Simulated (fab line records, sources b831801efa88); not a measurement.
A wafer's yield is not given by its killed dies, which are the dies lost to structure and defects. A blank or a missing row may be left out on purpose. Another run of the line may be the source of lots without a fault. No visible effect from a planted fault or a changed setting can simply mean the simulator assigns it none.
The tool behind it: which one? | flow sky130 | 36 wafers from 12 lots sampled at 5 of the route's 708 steps

WHAT THE GAUGES READ, wafer by wafer
SKY_SONOS_TUNNEL_CD_MEAS_07: the cd target is 410 nm. Usual: 410.0 nm for cd nm, sd 2.2.
lot  | measured     | on        | cd nm (nm)        | flag
L703 | day 11 07:32 | cd sem-02 | 412.1 410.8 410.8 |
L705 | day 12 04:03 | cd sem-01 | 413.0 411.4 412.6 |
L707 | day 12 14:28 | cd sem-01 | 408.9 408.9 409.1 |
L709 | day 13 12:21 | cd sem-02 | 410.4 412.6 413.5 |
L714 | day 15 05:37 | cd sem-02 | 412.3 408.0 408.7 |
L716 | day 15 20:02 | cd sem-01 | 410.5 411.3 409.3 |
L719 | day 16 17:46 | cd sem-02 | 408.2 409.2 408.3 |
L720 | day 17 04:01 | cd sem-01 | 410.2 409.9 409.2 |
L721 | day 17 04:59 | cd sem-01 | 406.9 406.6 408.7 |
L724 | day 18 05:54 | cd sem-02 | 411.0 410.9 409.5 |
L725 | day 18 15:26 | cd sem-02 | 409.3 410.5 409.0 |
L726 | day 19 10:28 | cd sem-01 | 411.3 413.0 411.0 |

SKY_SONOS_ONO_OVL_MEAS_14. Usual: SONOS_ONO_OVL -0.4 nm, standard deviation 1.5.
lot  | measured     | on         | SONOS_ONO_OVL (nm) | flag
L703 | day 12 14:25 | overlay-02 | -0.8 -1.0 0.7      |
L705 | day 13 13:11 | overlay-01 | -0.9 -0.5 -0.9     |
L707 | day 13 21:53 | overlay-02 | -0.1 2.1 0.6       |
L709 | day 14 20:32 | overlay-01 | -1.1 -0.5 -1.9     |
L714 | day 16 16:02 | overlay-02 | 0.4 2.2 1.1        |
L716 | day 17 06:14 | overlay-01 | 1.3 -0.7 -0.2      |
L719 | day 18 03:50 | overlay-01 | -2.6 -1.7 -0.6     |
L720 | day 18 13:46 | overlay-02 | 0.6 1.2 2.6        |
L721 | day 18 15:56 | overlay-01 | 0.0 0.6 0.7        |
L724 | day 19 21:05 | overlay-02 | 2.6 2.3 2.8        |
L725 | day 20 04:08 | overlay-01 | -3.6 -2.2 -2.0     |
L726 | day 21 10:53 | overlay-01 | -2.1 -1.4 -1.8     |

SKY_GATE_OXIDE_THK_MEAS_02. Usual: GATE_OXIDE_OXIDATION_00_THK 10.25 nm, standard deviation 0.2.
lot  | measured     | on            | GATE_OXIDE_OXIDATION_00_THK (nm) | flag
L703 | day 12 16:34 | film metro-02 | 10.39 10.41 10.30                |
L705 | day 13 15:04 | film metro-02 | 10.04 9.97 9.92                  |
L707 | day 14 01:02 | film metro-03 | 10.31 10.27 10.18                |
L709 | day 14 23:14 | film metro-01 | 10.20 10.26 10.39                |
L714 | day 16 19:30 | film metro-02 | 6.99 7.10 7.07                   | OFF
L716 | day 17 09:18 | film metro-03 | 7.26 7.47 7.54                   | OFF
L719 | day 18 10:00 | film metro-02 | 10.01 10.05 10.06                |
L720 | day 18 18:05 | film metro-02 | 10.04 9.94 9.76                  |
L721 | day 18 18:05 | film metro-03 | 10.14 10.23 10.15                |
L724 | day 19 23:21 | film metro-01 | 10.52 10.58 10.71                |
L725 | day 20 06:14 | film metro-02 | 10.22 10.17 10.14                |
L726 | day 21 15:20 | film metro-02 | 10.06 10.33 10.14                |

SKY_GATE_OXIDE_TW_MEAS_14. Usual: GATE_OXIDE_TW 226.0, standard deviation 2.4.
lot  | measured     | on            | GATE_OXIDE_TW     | flag
L703 | day 13 18:22 | film metro-03 | 227.4 228.1 227.8 |
L705 | day 14 17:29 | film metro-03 | 227.0 227.3 228.0 |
L707 | day 15 03:43 | film metro-03 | 227.4 228.4 226.9 |
L709 | day 16 03:39 | film metro-01 | 221.0 221.6 219.6 |
L714 | day 18 00:39 | film metro-03 | 227.8 228.3 227.2 |
L716 | day 18 14:20 | film metro-02 | 226.1 227.2 225.5 |
L719 | day 19 16:25 | film metro-03 | 228.3 228.1 229.1 |
L720 | day 20 00:33 | film metro-03 | 227.2 228.3 228.3 |
L721 | day 20 00:26 | film metro-01 | 222.6 222.8 221.4 |
L724 | day 21 06:02 | film metro-02 | 225.8 225.3 224.9 |
L725 | day 21 13:35 | film metro-02 | 226.3 224.5 225.0 |
L726 | day 22 21:56 | film metro-03 | 227.7 227.1 228.8 |

EACH LOT AND THE TOOL THAT RAN IT (in order: tool; ch and the chambers of the sampled wafers; start)
lot  | SKY_GATE_OXIDE_OXIDATION_01
L703 | furnace-01 ch 0, day 12 15:08
L705 | furnace-02 ch 0, day 13 13:38
L707 | furnace-02 ch 0, day 13 23:38
L709 | furnace-02 ch 0, day 14 21:49
L714 | furnace-02 ch 0, day 16 18:06
L716 | furnace-02 ch 0, day 17 07:53
L719 | furnace-01 ch 0, day 18 08:35
L720 | furnace-01 ch 0, day 18 16:40
L721 | furnace-01 ch 0, day 18 16:40
L724 | furnace-02 ch 0, day 19 21:55
L725 | furnace-02 ch 0, day 20 04:49
L726 | furnace-01 ch 0, day 21 13:56
- SKY_GATE_OXIDE_OXIDATION_01: stabilise 600 s, purge 300 s, target thk 10.268 nm.

WHAT THE TOOLS THEMSELVES READ (means of the sampled wafers that have a number; where no wafer has one, the mark that the record gives instead)
SKY_GATE_OXIDE_OXIDATION_01. Usual: spike tc bottom C 915.1 C (standard deviation 1.5); spike tc centre C 900.5 C (standard deviation 1.2); spike tc lower C 900.1 C (standard deviation 1.1); spike tc top C 911.8 C (standard deviation 1.4); spike tc upper C 899.9 C (standard deviation 1.1); tube center temp C 899.99 C (standard deviation 0.077); tube_center_temp_C_max 902.3 (standard deviation 0.39).
lot  | tool       | spike tc bottom C (C) | spike tc centre C (C) | spike tc lower C (C) | spike tc top C (C) | spike tc upper C (C) | tube center temp C (C) | tube_center_temp_C_max | flag
L703 | furnace-01 | 913.7                 | 900.7                 | 898.7                | 912.4              | 899.2                | 900.10                 | 902.4                  |
L705 | furnace-02 | 915.3                 | 900.7                 | 900.7                | 910.9              | 899.9                | 900.00                 | 902.2                  |
L707 | furnace-02 | 916.4                 | 900.0                 | 900.8                | 911.4              | 899.3                | 899.97                 | 902.1                  |
L709 | furnace-02 | 914.8                 | 901.7                 | 901.3                | 911.4              | 899.6                | 899.98                 | 902.2                  |
L714 | furnace-02 | 886.0                 | 872.2                 | 870.6                | 881.1              | 869.8                | 870.50                 | 872.6                  | OFF
L716 | furnace-02 | 887.0                 | 870.9                 | 871.0                | 883.0              | 870.0                | 870.44                 | 873.1                  | OFF
L719 | furnace-01 | 914.6                 | 900.9                 | 899.7                | 912.1              | 899.1                | 899.99                 | 902.5                  |
L720 | furnace-01 | 914.9                 | 901.1                 | 899.2                | 911.9              | 898.5                | 900.05                 | 902.1                  |
L721 | furnace-01 | 914.1                 | 900.6                 | 899.7                | 912.7              | 898.9                | 899.91                 | 902.4                  |
L724 | furnace-02 | 916.0                 | 901.5                 | 900.7                | 910.2              | 900.2                | 899.97                 | 902.7                  |
L725 | furnace-02 | 916.1                 | 901.2                 | 900.7                | 910.2              | 899.7                | 899.98                 | 902.6                  |
L726 | furnace-01 | 914.7                 | 899.5                 | 898.8                | 912.5              | 900.0                | 900.00                 | 902.3                  |

THE ANSWER, worked out from the rows above alone
Rule: a lot is off if the mean of its wafers that have a number lies more than 3 standard deviations from the usual mean. A lot without any number at a reading at which 4 lots or more have one is off too. The other lots that the step has rows for count as sound. Order of review: gauges by route order, followed by the tools' own readings, for which a lot's mean as printed above is used. At the first step where some lot is off, the reading lying furthest off is the one used; lots without a number count as furthest.
Off: at SKY_GATE_OXIDE_THK_MEAS_02 (GATE_OXIDE_OXIDATION_00_THK), L714, L716.
A tool fits if, at a process step before that reading, it ran every lot that is off, and no sound lot after the first of them. The gauges at SKY_GATE_OXIDE_THK_MEAS_02 aren't tried: what is off there is off at SKY_GATE_OXIDE_OXIDATION_01 too, on other tools, and a gauge's error can't cause that. Not one of the candidates tried fits.

WHAT THE SIMULATOR HAD PUT IN
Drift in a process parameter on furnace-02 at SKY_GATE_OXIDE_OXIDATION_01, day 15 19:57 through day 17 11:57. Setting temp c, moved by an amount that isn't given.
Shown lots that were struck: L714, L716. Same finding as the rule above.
